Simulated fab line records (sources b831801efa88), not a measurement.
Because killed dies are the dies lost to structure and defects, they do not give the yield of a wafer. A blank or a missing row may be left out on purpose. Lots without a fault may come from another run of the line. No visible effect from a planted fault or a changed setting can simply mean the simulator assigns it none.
What tool caused it? || flow sky130 || 10 lots with 30 wafers sampled at 6 steps, on a route of 708 steps

## WHAT EACH GAUGE READ, for each wafer
No reading from a measuring or inspecting step in the record can be judged against a usual standard deviation.

## EACH LOT AND THE TOOL THAT RAN IT (in order: tool; ch and the chambers of the sampled wafers; start)
{"lot": "L614", "SKY_LI_CONTACT_ETCH_14": "rieDiel-01 ch 2,3, day 29 16:43", "SKY_LI_CONTACT_SPUTTER_20": "pvdSputter-01, day 29 17:13", "SKY_METAL1_SPUTTER_00": "pvdSputter-02, day 32 04:57", "SKY_METAL1_METAL_ETCH_19": "rieMetal-04 ch 0,1, day 33 07:52", "SKY_METAL2_DESCUM_17": "rieMetal-01 ch 0,1, day 35 15:39", "SKY_PAD_OPEN_PROBE_99": "-"}
{"lot": "L613", "SKY_LI_CONTACT_ETCH_14": "rieDiel-03 ch 0,1,3, day 29 16:59", "SKY_LI_CONTACT_SPUTTER_20": "pvdSputter-01, day 29 17:30", "SKY_METAL1_SPUTTER_00": "pvdSputter-04, day 32 05:33", "SKY_METAL1_METAL_ETCH_19": "rieMetal-04 ch 0,1, day 33 09:13", "SKY_METAL2_DESCUM_17": "rieMetal-04 ch 0,1, day 35 17:50", "SKY_PAD_OPEN_PROBE_99": "-"}
{"lot": "L615", "SKY_LI_CONTACT_ETCH_14": "rieDiel-01 ch 0,1,3, day 30 04:39", "SKY_LI_CONTACT_SPUTTER_20": "pvdSputter-02, day 30 05:09", "SKY_METAL1_SPUTTER_00": "pvdSputter-03, day 32 16:28", "SKY_METAL1_METAL_ETCH_19": "rieMetal-03 ch 1, day 33 20:16", "SKY_METAL2_DESCUM_17": "rieMetal-01 ch 1, day 36 03:56", "SKY_PAD_OPEN_PROBE_99": "-"}
{"lot": "L617", "SKY_LI_CONTACT_ETCH_14": "rieDiel-01 ch 0,1,2, day 31 06:28", "SKY_LI_CONTACT_SPUTTER_20": "pvdSputter-04, day 31 06:58", "SKY_METAL1_SPUTTER_00": "pvdSputter-03, day 33 16:26", "SKY_METAL1_METAL_ETCH_19": "rieMetal-04 ch 0,1, day 34 18:49", "SKY_METAL2_DESCUM_17": "rieMetal-01 ch 0,1, day 37 01:45", "SKY_PAD_OPEN_PROBE_99": "-"}
{"lot": "L618", "SKY_LI_CONTACT_ETCH_14": "rieDiel-02 ch 1,3, day 31 09:47", "SKY_LI_CONTACT_SPUTTER_20": "pvdSputter-01, day 31 10:18", "SKY_METAL1_SPUTTER_00": "pvdSputter-04, day 33 20:00", "SKY_METAL1_METAL_ETCH_19": "rieMetal-02 ch 0,1, day 34 22:28", "SKY_METAL2_DESCUM_17": "rieMetal-01 ch 0,1, day 37 06:35", "SKY_PAD_OPEN_PROBE_99": "-"}
{"lot": "L628", "SKY_LI_CONTACT_ETCH_14": "rieDiel-02 ch 0,2, day 34 12:48", "SKY_LI_CONTACT_SPUTTER_20": "pvdSputter-04, day 34 13:18", "SKY_METAL1_SPUTTER_00": "pvdSputter-02, day 36 22:31", "SKY_METAL1_METAL_ETCH_19": "rieMetal-04 ch 0,1, day 38 00:37", "SKY_METAL2_DESCUM_17": "rieMetal-04 ch 0,1, day 40 05:56", "SKY_PAD_OPEN_PROBE_99": "prober-02, day 49 16:43"}
{"lot": "L629", "SKY_LI_CONTACT_ETCH_14": "rieDiel-01 ch 1,2,3, day 34 20:53", "SKY_LI_CONTACT_SPUTTER_20": "pvdSputter-04, day 34 21:23", "SKY_METAL1_SPUTTER_00": "pvdSputter-04, day 37 05:23", "SKY_METAL1_METAL_ETCH_19": "rieMetal-04 ch 0, day 38 07:10", "SKY_METAL2_DESCUM_17": "rieMetal-04 ch 0,1, day 40 12:17", "SKY_PAD_OPEN_PROBE_99": "-"}
{"lot": "L630", "SKY_LI_CONTACT_ETCH_14": "rieDiel-03 ch 0,1, day 35 01:16", "SKY_LI_CONTACT_SPUTTER_20": "pvdSputter-01, day 35 01:47", "SKY_METAL1_SPUTTER_00": "pvdSputter-03, day 37 10:05", "SKY_METAL1_METAL_ETCH_19": "rieMetal-04 ch 0,1, day 38 11:57", "SKY_METAL2_DESCUM_17": "rieMetal-04 ch 0,1, day 40 17:09", "SKY_PAD_OPEN_PROBE_99": "prober-02, day 50 01:16"}
{"lot": "L631", "SKY_LI_CONTACT_ETCH_14": "rieDiel-01 ch 1,2, day 35 06:53", "SKY_LI_CONTACT_SPUTTER_20": "pvdSputter-01, day 35 07:24", "SKY_METAL1_SPUTTER_00": "pvdSputter-04, day 37 15:52", "SKY_METAL1_METAL_ETCH_19": "rieMetal-03 ch 0,1, day 38 17:31", "SKY_METAL2_DESCUM_17": "rieMetal-02 ch 0,1, day 40 21:15", "SKY_PAD_OPEN_PROBE_99": "-"}
{"lot": "L633", "SKY_LI_CONTACT_ETCH_14": "rieDiel-02 ch 0,2,3, day 36 00:52", "SKY_LI_CONTACT_SPUTTER_20": "pvdSputter-01, day 36 01:21", "SKY_METAL1_SPUTTER_00": "pvdSputter-03, day 38 09:42", "SKY_METAL1_METAL_ETCH_19": "rieMetal-02 ch 0,1, day 39 12:00", "SKY_METAL2_DESCUM_17": "rieMetal-01 ch 0,1, day 41 15:57", "SKY_PAD_OPEN_PROBE_99": "-"}
- SKY_LI_CONTACT_ETCH_14: etches BARC in N2/H2, stops on SiO2, time 45.9 s, target depth 60 nm.
- SKY_LI_CONTACT_SPUTTER_20: material TiN, target thk 20 nm, time 80 s.
- SKY_METAL1_SPUTTER_00: material Ti, target thk 15 nm, time 10 s.
- SKY_METAL1_METAL_ETCH_19: etches the open film in Cl2/BCl3, stops on SiO2, target depth 360 nm, time 78 s.
- SKY_METAL2_DESCUM_17: chemistry O2, time 8 s.
- SKY_PAD_OPEN_PROBE_99

## AS READ BY THE TOOLS THEMSELVES (means over the sampled wafers that have a number; for cases with no such wafer, the mark the record gives instead)
SKY_LI_CONTACT_ETCH_14. Usual: drypumpMotorCurrentA 5.8 A, standard deviation 0.48; h2FlowSccm 200.0 sccm, standard deviation 0.6; oesProductAu 0.854 a.u., standard deviation 0.0042; throttleValvePct 13.225 %, standard deviation 0.009.
{"lot": "L614", "tool": "rieDiel-01", "drypumpMotorCurrentA (A)": 6.3, "h2FlowSccm (sccm)": 200.0, "oesProductAu (a.u.)": 0.856, "throttleValvePct (%)": 13.219, "flag": ""}
{"lot": "L613", "tool": "rieDiel-03", "drypumpMotorCurrentA (A)": 5.5, "h2FlowSccm (sccm)": 199.9, "oesProductAu (a.u.)": 0.855, "throttleValvePct (%)": 13.237, "flag": ""}
{"lot": "L615", "tool": "rieDiel-01", "drypumpMotorCurrentA (A)": 6.0, "h2FlowSccm (sccm)": 200.6, "oesProductAu (a.u.)": 0.852, "throttleValvePct (%)": 13.229, "flag": ""}
{"lot": "L617", "tool": "rieDiel-01", "drypumpMotorCurrentA (A)": 6.0, "h2FlowSccm (sccm)": 200.3, "oesProductAu (a.u.)": 0.856, "throttleValvePct (%)": 13.234, "flag": ""}
{"lot": "L618", "tool": "rieDiel-02", "drypumpMotorCurrentA (A)": 5.5, "h2FlowSccm (sccm)": 199.5, "oesProductAu (a.u.)": 0.854, "throttleValvePct (%)": 13.235, "flag": ""}
{"lot": "L628", "tool": "rieDiel-02", "drypumpMotorCurrentA (A)": 5.9, "h2FlowSccm (sccm)": 200.2, "oesProductAu (a.u.)": 0.850, "throttleValvePct (%)": 13.226, "flag": ""}
{"lot": "L629", "tool": "rieDiel-01", "drypumpMotorCurrentA (A)": 6.0, "h2FlowSccm (sccm)": 199.6, "oesProductAu (a.u.)": 0.853, "throttleValvePct (%)": 13.227, "flag": ""}
{"lot": "L630", "tool": "rieDiel-03", "drypumpMotorCurrentA (A)": 5.1, "h2FlowSccm (sccm)": 199.9, "oesProductAu (a.u.)": 0.855, "throttleValvePct (%)": 13.215, "flag": ""}
{"lot": "L631", "tool": "rieDiel-01", "drypumpMotorCurrentA (A)": 5.9, "h2FlowSccm (sccm)": 199.7, "oesProductAu (a.u.)": 0.854, "throttleValvePct (%)": 13.222, "flag": ""}
{"lot": "L633", "tool": "rieDiel-02", "drypumpMotorCurrentA (A)": 6.0, "h2FlowSccm (sccm)": 200.0, "oesProductAu (a.u.)": 0.854, "throttleValvePct (%)": 13.223, "flag": ""}

SKY_LI_CONTACT_SPUTTER_20. Usual: cathodeDcPowerW 4000.0 W, standard deviation 0.7; throttleValvePct 29.9 %, standard deviation 0.88.
{"lot": "L614", "tool": "pvdSputter-01", "cathodeDcPowerW (W)": 3999.4, "throttleValvePct (%)": 29.3, "flag": ""}
{"lot": "L613", "tool": "pvdSputter-01", "cathodeDcPowerW (W)": 4000.2, "throttleValvePct (%)": 29.5, "flag": ""}
{"lot": "L615", "tool": "pvdSputter-02", "cathodeDcPowerW (W)": 3999.7, "throttleValvePct (%)": 30.5, "flag": ""}
{"lot": "L617", "tool": "pvdSputter-04", "cathodeDcPowerW (W)": 3999.8, "throttleValvePct (%)": 29.8, "flag": ""}
{"lot": "L618", "tool": "pvdSputter-01", "cathodeDcPowerW (W)": 4000.6, "throttleValvePct (%)": 30.0, "flag": ""}
{"lot": "L628", "tool": "pvdSputter-04", "cathodeDcPowerW (W)": 3999.9, "throttleValvePct (%)": 29.5, "flag": ""}
{"lot": "L629", "tool": "pvdSputter-04", "cathodeDcPowerW (W)": 3999.7, "throttleValvePct (%)": 29.6, "flag": ""}
{"lot": "L630", "tool": "pvdSputter-01", "cathodeDcPowerW (W)": 4000.3, "throttleValvePct (%)": 30.1, "flag": ""}
{"lot": "L631", "tool": "pvdSputter-01", "cathodeDcPowerW (W)": 4000.1, "throttleValvePct (%)": 30.1, "flag": ""}
{"lot": "L633", "tool": "pvdSputter-01", "cathodeDcPowerW (W)": 4000.0, "throttleValvePct (%)": 29.9, "flag": ""}

SKY_METAL1_SPUTTER_00. Usual: cathodeDcPowerW 3000.0 W, standard deviation 0.53; throttleValvePct 30.1 %, standard deviation 0.9.
{"lot": "L614", "tool": "pvdSputter-02", "cathodeDcPowerW (W)": 2999.7, "throttleValvePct (%)": 31.1, "flag": ""}
{"lot": "L613", "tool": "pvdSputter-04", "cathodeDcPowerW (W)": 3000.2, "throttleValvePct (%)": 29.9, "flag": ""}
{"lot": "L615", "tool": "pvdSputter-03", "cathodeDcPowerW (W)": 2999.6, "throttleValvePct (%)": 30.2, "flag": ""}
{"lot": "L617", "tool": "pvdSputter-03", "cathodeDcPowerW (W)": 3000.0, "throttleValvePct (%)": 30.6, "flag": ""}
{"lot": "L618", "tool": "pvdSputter-04", "cathodeDcPowerW (W)": 3000.1, "throttleValvePct (%)": 29.1, "flag": ""}
{"lot": "L628", "tool": "pvdSputter-02", "cathodeDcPowerW (W)": 3000.4, "throttleValvePct (%)": 31.3, "flag": ""}
{"lot": "L629", "tool": "pvdSputter-04", "cathodeDcPowerW (W)": 3000.3, "throttleValvePct (%)": 29.0, "flag": ""}
{"lot": "L630", "tool": "pvdSputter-03", "cathodeDcPowerW (W)": 3000.5, "throttleValvePct (%)": 30.6, "flag": ""}
{"lot": "L631", "tool": "pvdSputter-04", "cathodeDcPowerW (W)": 2999.7, "throttleValvePct (%)": 29.5, "flag": ""}
{"lot": "L633", "tool": "pvdSputter-03", "cathodeDcPowerW (W)": 2999.8, "throttleValvePct (%)": 30.7, "flag": ""}

SKY_METAL1_METAL_ETCH_19. Usual: drypumpMotorCurrentA 5.6 A, standard deviation 0.37; mfcCl2Sccm 60.01 sccm, standard deviation 0.18; oesProductAu 0.854 a.u., standard deviation 0.0054; throttleValvePct 22.264 %, standard deviation 0.0082.
{"lot": "L614", "tool": "rieMetal-04", "drypumpMotorCurrentA (A)": 5.9, "mfcCl2Sccm (sccm)": 59.84, "oesProductAu (a.u.)": 0.857, "throttleValvePct (%)": 22.260, "flag": ""}
{"lot": "L613", "tool": "rieMetal-04", "drypumpMotorCurrentA (A)": 5.6, "mfcCl2Sccm (sccm)": 60.01, "oesProductAu (a.u.)": 0.855, "throttleValvePct (%)": 22.269, "flag": ""}
{"lot": "L615", "tool": "rieMetal-03", "drypumpMotorCurrentA (A)": 5.4, "mfcCl2Sccm (sccm)": 60.05, "oesProductAu (a.u.)": 0.854, "throttleValvePct (%)": 22.258, "flag": ""}
{"lot": "L617", "tool": "rieMetal-04", "drypumpMotorCurrentA (A)": 5.8, "mfcCl2Sccm (sccm)": 60.14, "oesProductAu (a.u.)": 0.854, "throttleValvePct (%)": 22.259, "flag": ""}
{"lot": "L618", "tool": "rieMetal-02", "drypumpMotorCurrentA (A)": 5.3, "mfcCl2Sccm (sccm)": 60.08, "oesProductAu (a.u.)": 0.857, "throttleValvePct (%)": 22.268, "flag": ""}
{"lot": "L628", "tool": "rieMetal-04", "drypumpMotorCurrentA (A)": 5.6, "mfcCl2Sccm (sccm)": 60.15, "oesProductAu (a.u.)": 0.862, "throttleValvePct (%)": 22.266, "flag": ""}
{"lot": "L629", "tool": "rieMetal-04", "drypumpMotorCurrentA (A)": 6.2, "mfcCl2Sccm (sccm)": 60.01, "oesProductAu (a.u.)": 0.852, "throttleValvePct (%)": 22.261, "flag": ""}
{"lot": "L630", "tool": "rieMetal-04", "drypumpMotorCurrentA (A)": 5.6, "mfcCl2Sccm (sccm)": 59.83, "oesProductAu (a.u.)": 0.851, "throttleValvePct (%)": 22.263, "flag": ""}
{"lot": "L631", "tool": "rieMetal-03", "drypumpMotorCurrentA (A)": 5.6, "mfcCl2Sccm (sccm)": 59.96, "oesProductAu (a.u.)": 0.858, "throttleValvePct (%)": 22.268, "flag": ""}
{"lot": "L633", "tool": "rieMetal-02", "drypumpMotorCurrentA (A)": 5.1, "mfcCl2Sccm (sccm)": 59.92, "oesProductAu (a.u.)": 0.854, "throttleValvePct (%)": 22.257, "flag": ""}

SKY_METAL2_DESCUM_17. Usual: drypumpMotorCurrentA 5.8 A, standard deviation 0.5; oesProductAu 0.999 a.u., standard deviation 0.0073.
{"lot": "L614", "tool": "rieMetal-01", "drypumpMotorCurrentA (A)": 6.2, "oesProductAu (a.u.)": 1.001, "flag": ""}
{"lot": "L613", "tool": "rieMetal-04", "drypumpMotorCurrentA (A)": 5.6, "oesProductAu (a.u.)": 0.997, "flag": ""}
{"lot": "L615", "tool": "rieMetal-01", "drypumpMotorCurrentA (A)": 6.5, "oesProductAu (a.u.)": 0.991, "flag": ""}
{"lot": "L617", "tool": "rieMetal-01", "drypumpMotorCurrentA (A)": 6.2, "oesProductAu (a.u.)": 0.991, "flag": ""}
{"lot": "L618", "tool": "rieMetal-01", "drypumpMotorCurrentA (A)": 6.0, "oesProductAu (a.u.)": 0.995, "flag": ""}
{"lot": "L628", "tool": "rieMetal-04", "drypumpMotorCurrentA (A)": 5.6, "oesProductAu (a.u.)": 0.999, "flag": ""}
{"lot": "L629", "tool": "rieMetal-04", "drypumpMotorCurrentA (A)": 5.6, "oesProductAu (a.u.)": 1.004, "flag": ""}
{"lot": "L630", "tool": "rieMetal-04", "drypumpMotorCurrentA (A)": 5.9, "oesProductAu (a.u.)": 0.997, "flag": ""}
{"lot": "L631", "tool": "rieMetal-02", "drypumpMotorCurrentA (A)": 5.3, "oesProductAu (a.u.)": 1.002, "flag": ""}
{"lot": "L633", "tool": "rieMetal-01", "drypumpMotorCurrentA (A)": 6.2, "oesProductAu (a.u.)": 0.989, "flag": ""}

SKY_PAD_OPEN_PROBE_99. Usual: defectLimitedYield 82.8 %, standard deviation 2; killed_at_M0_to_M3 42, standard deviation 7.3; killed_at_M4_up 3.2, standard deviation 1.8; killedAtContacts 25, standard deviation 5.2; killedAtFrontEnd 15, standard deviation 4.6; killedAtOther 0.3, standard deviation 0.62; killedDies 85, standard deviation 9.9; killedOpen 46, standard deviation 7.1; killedShort 38, standard deviation 5.7; sort_bin_3_pad_short 0.9 %, standard deviation 0.42; sort_bin_5_function 10.0 %, standard deviation 1.5; sort_bin_6_memory 6.3 %, standard deviation 1.2; sortNPass 407, standard deviation 9.9; sortYieldPct 82.8 %, standard deviation 2.
{"lot": "L628", "tool": "prober-02", "defectLimitedYield (%)": 83.1, "killed_at_M0_to_M3": 44, "killed_at_M4_up": 3.0, "killedAtContacts": 22, "killedAtFrontEnd": 14, "killedAtOther": 0.0, "killedDies": 83, "killedOpen": 49, "killedShort": 35, "sort_bin_3_pad_short (%)": 0.8, "sort_bin_5_function (%)": 10.7, "sort_bin_6_memory (%)": 5.4, "sortNPass": 409, "sortYieldPct (%)": 83.1, "flag": ""}
{"lot": "L630", "tool": "prober-02", "defectLimitedYield (%)": 84.6, "killed_at_M0_to_M3": 36, "killed_at_M4_up": 2.0, "killedAtContacts": 19, "killedAtFrontEnd": 19, "killedAtOther": 0.0, "killedDies": 76, "killedOpen": 37, "killedShort": 39, "sort_bin_3_pad_short (%)": 1.0, "sort_bin_5_function (%)": 9.3, "sort_bin_6_memory (%)": 5.1, "sortNPass": 416, "sortYieldPct (%)": 84.6, "flag": ""}

## THE ANSWER, worked out from the rows above alone
Rule: take the mean of a lot's wafers that have a number; if it is more than 3 standard deviations from the usual mean, the lot is off. A lot without any number at a reading at which 4 lots or more have one is off too. Any other lot the step has rows for is counted as sound. After the gauges, taken in route order, come the tools' own readings; for these a lot's mean is taken, as printed above. The first step at which some lot is off is used, and at that step the reading that is off furthest; a lot without a number counts as furthest.
No lot is off at any reading shown: from this, nothing can be told.

## WHAT HAD BEEN PUT IN BY THE SIMULATOR
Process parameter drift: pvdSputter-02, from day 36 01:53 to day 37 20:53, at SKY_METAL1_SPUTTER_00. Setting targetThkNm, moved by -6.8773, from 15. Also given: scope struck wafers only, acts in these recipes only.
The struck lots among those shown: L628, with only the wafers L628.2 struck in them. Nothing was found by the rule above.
